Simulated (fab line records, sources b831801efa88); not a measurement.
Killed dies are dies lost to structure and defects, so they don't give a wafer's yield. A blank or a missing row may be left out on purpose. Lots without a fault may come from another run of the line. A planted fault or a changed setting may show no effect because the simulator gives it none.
Chamber matching | flow sky130 | SKY_VIA4_CMP_21 on cmp-02: 4 sister chambers
The step polishes, stops on SiO2, t overpolish 25 s, target thk 0 nm. 4 wafers are shown with their chamber, then 7 later ones without.

WAFERS WITH THEIR CHAMBER
wafer  | chamber | motor_current_A (A)
L595.3 | 3       | 12.6
L596.2 | 0       | 11.2
L596.4 | 1       | 10.2
L598.3 | 2       | 11.6

WAFERS WITHOUT THEIR CHAMBER
wafer  | motor_current_A (A)
L598.5 | 10.6
L598.6 | 12.0
L601.2 | 10.6
L601.3 | 12.0
L601.6 | 12.1
L607.2 | 10.0
L607.6 | 11.7

WHICH CHAMBER EACH WENT THROUGH
wafer  | from the rows above          | in truth
L598.5 | can't be placed: 1 or 0 or 2 | 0
L598.6 | can't be placed: 2 or 3 or 0 | 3
L601.2 | can't be placed: 1 or 0 or 2 | 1
L601.3 | can't be placed: 2 or 3 or 0 | 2
L601.6 | can't be placed: 2 or 3 or 0 | 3
L607.2 | 1                            | 1
L607.6 | can't be placed: 2 or 0      | 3
Placed correctly: 1 of 7. Can't be placed from these rows: 6 (the true chamber is among the candidates in 5). Placed wrongly: 0.
How it was worked out, from the rows above alone: a wafer's distance from a chamber is the root of the sum, over the readings, of the square of ((its reading less the chamber's mean) divided by the reading's scatter). The wafer belongs to the nearest chamber; if the next one is less than 2 further off, it can't be placed. A chamber's mean is the mean of its shown wafers. The scatter: with one shown wafer a chamber, the root of the mean of the squares of how far each hidden wafer lies from its nearest shown one.
